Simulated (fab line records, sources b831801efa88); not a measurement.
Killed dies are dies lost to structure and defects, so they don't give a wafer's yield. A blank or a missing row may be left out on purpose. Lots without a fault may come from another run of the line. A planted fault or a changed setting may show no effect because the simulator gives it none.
fab line records | flow sky130
record lots=5 wafers=15 last_day=50
route steps=708 shown LDD_N@241 LDD_P@255 LDD_HVN@267
lots that met no fault: from a run of the same line without faults
start_h: hours from the record's first day to the start of the lot's first wafer shown | wait_h: hours since the lot's step before | " the same as in the row above | L1.1+2: a row that stands for several wafers | - no value, or no start given | * or withheld: withheld | < > ~ a bound
route shown NAME@n: a module of which the file shows steps, and the number in the route of the first | usual: mean/standard deviation of fault-free wafers | same: alike in all rows | chamber/n: place in a boat | sites: the reading at each site | _std_site: their standard deviation | _edge_site: outer sites' mean less inner sites' | radius_mm: how far each site lies from the wafer's centre | mask NAME#n: copy n | behind: the tool/chamber that last shaped the wafer | hold: why the lot was held/for how many hours/how that ended | device: the transistor (n, p or np) that didn't switch | end of line: the same wafers' tests at the end of the route | a step without rows: its recipe alone | killed: dies lost to structure and defects at the first sort, not the wafer's yield | map: a wafer's dies, x killed, . not, _ none there
set.NAME: the setting as run; set.NAME@STEP: as run at that earlier step | model.NAME: the simulator's own value behind a step, which no gauge read
lots at some steps of the route; a table a step, a row a wafer
services: from which hour (start_h, from the record's first day; less than 0 if before it) a tool's chamber was out of use, for how many hours, and why
## steps
# step SKY_LDD_N_EXPOSE_04
# recipe mask_id=NTM target_cd_nm=840 na=0.6 source_shape=conventional sigma_outer=0.6 dose_mj=110
# step SKY_LDD_N_PEB_05
# recipe temp_c=withheld time_s=* resist=NOVOLAK
# step SKY_LDD_N_DEVELOP_06
# recipe develop_time_s=60 dev_temp_c=23
# step SKY_LDD_N_OVL_MEAS_07
# usual LDD_N_OVL=-0.1/1.5
# columns lot.wafer tool chamber start_h wait_h LDD_N_OVL[nm]
L530.2 overlay-02 - 469.67 0.1 -1.6
L530.3 " - " " -1.6
L530.5 " - " " -3.7
L531.2 overlay-01 - 483.22 0.1 3.6
L531.3 " - " " 3.4
L531.4 " - " " 1.9
L533.2 overlay-01 - 499.67 0.1 -1.6
L533.5 " - " " -0.3
L533.6 " - " " 0.3
L543.1 overlay-01 - 583.71 0.1 -1.0
L543.2 " - " " -1.8
L543.4 " - " " -1.0
L544.1 overlay-02 - 594.66 0.1 -1.0
L544.2 " - " " -2.6
L544.6 " - " " -1.7
# step SKY_LDD_N_IMPLANT_08
# recipe species=As energy_kev=20 dose_cm2=7.5e+13 tilt_deg=withheld rotation_deg=23
# step SKY_LDD_N_IMPLANT_09
# recipe species=As energy_kev=20 dose_cm2=7.5e+13 tilt_deg=withheld rotation_deg=113
# step SKY_LDD_N_IMPLANT_10
# recipe species=As energy_kev=20 dose_cm2=7.5e+13 tilt_deg=withheld rotation_deg=203
# step SKY_LDD_N_IMPLANT_11
# recipe species=As energy_kev=20 dose_cm2=7.5e+13 tilt_deg=withheld rotation_deg=293
# step SKY_LDD_N_IMPLANT_12
# recipe species=BF2 energy_kev=50 dose_cm2=5e+12 tilt_deg=30 rotation_deg=0
# step SKY_LDD_N_IMPLANT_13
# recipe species=BF2 energy_kev=50 dose_cm2=5e+12 tilt_deg=30 rotation_deg=90
# step SKY_LDD_N_IMPLANT_14
# recipe species=BF2 energy_kev=50 dose_cm2=5e+12 tilt_deg=30 rotation_deg=180
# step SKY_LDD_N_IMPLANT_15
# recipe species=BF2 energy_kev=50 dose_cm2=5e+12 tilt_deg=30 rotation_deg=270
# step SKY_LDD_N_STRIP_16
# recipe chemistry=O2/N2 power_w=1400 pressure_mtorr=1500 platen_temp_c=withheld o2_flow_sccm=3000 n2_flow_sccm=300 overash_fraction=0.5
# usual drypump_motor_current_A=5.7/0.5 oes_product_au=0.406/0.0046 strip_time_to_endpoint_s=4.317/0.014
# columns lot.wafer tool chamber start_h wait_h drypump_motor_current_A oes_product_au rf_hours_counter_h strip_time_to_endpoint_s model.NOVOLAK_of_LDD_N_COAT_02.thk_nm
L530.2 plasma_asher-02 0 470.90 0.1 5.9 0.406 5 4.319 0
L530.3 " 0 " " 5.8 0.406 - 4.320 0
L530.5 " 0 " " 5.8 0.406 - 4.325 0
L531.2 plasma_asher-03 0 484.45 0.1 6.2 0.403 83 4.317 0
L531.3 " 1 " " 6.2 0.409 - 4.339 0
L531.4 " 0 " " 6.2 0.404 - 4.318 0
L533.2 plasma_asher-03 1 500.90 0.1 6.2 0.901 84 - 55.01
L533.5 " 1 " " 6.2 0.913 - - 53.8
L533.6 " 0 " " 6.2 0.930 - - 54.09
L543.1 plasma_asher-02 0 584.95 0.1 5.9 0.419 13 4.314 0
L543.2 " 1 " " 5.1 0.402 13 4.305 0
L543.4 " 0 " " 5.8 0.406 - 4.316 0
L544.1 plasma_asher-01 0 595.90 0.1 5.8 0.403 51 4.303 0
L544.2 " 1 " " 4.9 0.408 51 4.306 0
L544.6 " 0 " " 5.8 0.403 - 4.315 0
# step SKY_LDD_N_TW_MEAS_17
# usual LDD_N_TW=2593/11
# columns lot.wafer tool chamber start_h wait_h LDD_N_TW
L530.2 film_metro-03 - 471.01 0.1 2591
L530.3 " - " " 2590
L530.5 " - " " 2608
L531.2 film_metro-02 - 484.56 0.1 2573
L531.3 " - " " 2586
L531.4 " - " " 2588
L533.2 film_metro-03 - 501.01 0.1 2609
L533.5 " - " " 2591
L533.6 " - " " 2598
L543.1 film_metro-02 - 585.05 0.1 2611
L543.2 " - " " 2613
L543.4 " - " " 2600
L544.1 film_metro-01 - 596.00 0.1 2599
L544.2 " - " " 2593
L544.6 " - " " 2592
# step SKY_LDD_P_DEHYDRATE_00
# recipe temp_c=200 time_s=60
# step SKY_LDD_P_HMDS_01
# recipe prime_time_s=60 prime_temp_c=120
# step SKY_LDD_P_COAT_02
# recipe resist=NOVOLAK spin_rpm=3000 resist_thk_nm=1140
# step SKY_LDD_P_SOFTBAKE_03
# recipe temp_c=90 time_s=60 resist=NOVOLAK
# step SKY_LDD_P_EXPOSE_04
# recipe mask_id=PSDM na=0.6 source_shape=conventional sigma_outer=0.6 polarization=unpolarized target_cd_nm=380 dose_mj=138
# step SKY_LDD_P_PEB_05
# recipe temp_c=withheld time_s=* resist=NOVOLAK
# step SKY_LDD_P_DEVELOP_06
# recipe resist=NOVOLAK developer=TMAH develop_time_s=60 dev_temp_c=23
# step SKY_LDD_P_CD_MEAS_07
# recipe target_cd_nm=380
# usual cd_nm=380.4/2.3
# columns lot.wafer tool chamber start_h wait_h cd_nm
L530.2 cd_sem-02 - 501.99 0.1 380.1
L530.3 " - " " 380.7
L530.5 " - " " 382.3
L531.2 cd_sem-02 - 515.19 0.1 381.4
L531.3 " - " " 381.0
L531.4 " - " " 384.7
L533.2 cd_sem-02 - 530.63 0.1 378.9
L533.5 " - " " 375.7
L533.6 " - " " 377.5
L543.1 cd_sem-01 - 613.47 0.1 375.0
L543.2 " - " " 376.4
L543.4 " - " " 375.8
L544.1 cd_sem-02 - 624.62 0.1 379.9
L544.2 " - " " 380.8
L544.6 " - " " 380.1
# step SKY_LDD_P_OVL_MEAS_08
# usual LDD_P_OVL=0.1/1.8
# columns lot.wafer tool chamber start_h wait_h LDD_P_OVL[nm]
L530.2 overlay-02 - 502.10 0.1 -0.9
L530.3 " - " " 2.1
L530.5 " - " " 1.4
L531.2 overlay-02 - 515.30 0.1 -1.1
L531.3 " - " " -4.5
L531.4 " - " " -2.3
L533.2 overlay-02 - 530.74 0.1 -2.0
L533.5 " - " " -0.6
L533.6 " - " " -1.1
L543.1 overlay-02 - 613.59 0.1 -0.9
L543.2 " - " " -0.2
L543.4 " - " " 1.0
L544.1 overlay-01 - 624.74 0.1 1.1
L544.2 " - " " -1.7
L544.6 " - " " 1.6
# step SKY_LDD_P_IMPLANT_09
# recipe species=BF2 energy_kev=25 dose_cm2=1e+13 tilt_deg=withheld
# step SKY_LDD_P_STRIP_10
# recipe chemistry=O2/N2 power_w=1400 pressure_mtorr=1500 platen_temp_c=withheld o2_flow_sccm=3000 n2_flow_sccm=300 overash_fraction=0.5
# usual drypump_motor_current_A=5.6/0.49 oes_product_au=0.716/0.0045 strip_time_to_endpoint_s=14.17/0.042
# columns lot.wafer tool chamber start_h wait_h drypump_motor_current_A oes_product_au rf_hours_counter_h strip_time_to_endpoint_s
L530.2 plasma_asher-04 1 502.28 0.1 6.4 0.715 64 14.14
L530.3 " 1 " " 6.4 0.720 - 14.12
L530.5 " 1 " " 6.4 0.717 - 14.15
L531.2 plasma_asher-01 0 515.48 0.1 5.8 0.716 43 14.11
L531.3 " 1 " " 4.9 0.714 - 14.10
L531.4 " 0 " " 5.8 0.727 - 14.06
L533.2 plasma_asher-04 1 530.92 0.1 6.3 0.716 67 15.00
L533.5 " 0 " " 5.8 0.717 - 14.98
L533.6 " 1 " " 6.4 0.719 - 14.93
L543.1 plasma_asher-04 0 613.78 0.1 5.8 0.711 75 14.22
L543.2 " 1 " " 6.4 0.712 75 14.20
L543.4 " 0 " " 5.8 0.717 - 14.22
L544.1 plasma_asher-04 1 624.93 0.1 6.4 0.716 76 14.21
L544.2 " 0 " " 5.8 0.715 76 14.19
L544.6 " 0 " " 5.8 0.715 - 14.15
# step SKY_LDD_P_TW_MEAS_11
# usual LDD_P_TW=637.6/2.8
# columns lot.wafer tool chamber start_h wait_h LDD_P_TW
L530.2 film_metro-04 - 502.39 0.1 643.9
L530.3 " - " " 643.0
L530.5 " - " " 644.3
L531.2 film_metro-01 - 515.60 0.1 639.4
L531.3 " - " " 641.3
L531.4 " - " " 641.9
L533.2 film_metro-03 - 531.03 0.1 219.2
L533.5 " - " " 236.3
L533.6 " - " " 231.7
L543.1 film_metro-03 - 613.88 0.1 634.0
L543.2 " - " " 630.9
L543.4 " - " " 637.7
L544.1 film_metro-01 - 625.03 0.1 634.3
L544.2 " - " " 639.5
L544.6 " - " " 636.0
# step SKY_LDD_HVN_DEHYDRATE_00
# recipe temp_c=200 time_s=60
## services
# columns tool chamber start_h hours kind
plasma_asher-04 - 461.91 2.1 repair
plasma_asher-02 - 496.16 26.5 repair
plasma_asher-03 - 527.00 1.8 repair
plasma_asher-02 - 539.48 14.2 repair
plasma_asher-01 - 611.56 2.2 repair
## key
first_sign step=SKY_LDD_N_STRIP_16 reading=oes_product_au direction=up sigmas=99+ usual=0.406 struck=0.915
effect step=SKY_LDD_P_STRIP_10 reading=strip_time_to_endpoint_s direction=up sigmas=19 usual=* struck=*
effect step=SKY_LDD_P_TW_MEAS_11 reading=LDD_P_TW direction=down sigmas=99+ usual=637.6 struck=229.1
model_effect step=SKY_LDD_N_STRIP_16 value=NOVOLAK_of_LDD_N_COAT_02.thk_nm without=0 struck=54.3
met_at SKY_LDD_N_STRIP_16
struck_wafers L533.2,L533.5,L533.6
sort_left_out L533.2,L533.5,L533.6
tester_left_out L533
onset_between 484.45 500.90
fault kind=strip_aborted tool=plasma_asher-03 chamber=- onset_h=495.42 steps=SKY_LDD_N_STRIP_16 offset=0.80475 end_h=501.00
# tester_left_out: of these lots the tester's yield and bins aren't shown, on N5 and GAA mostly nor the transistor test; their killed dies are dies lost to structure and defects alone, not to doping, threshold or leakage, so they don't give the yield
# sort_left_out: the simulated sort isn't trusted on such a fault, so these wafers' sort isn't shown, and their yield isn't known
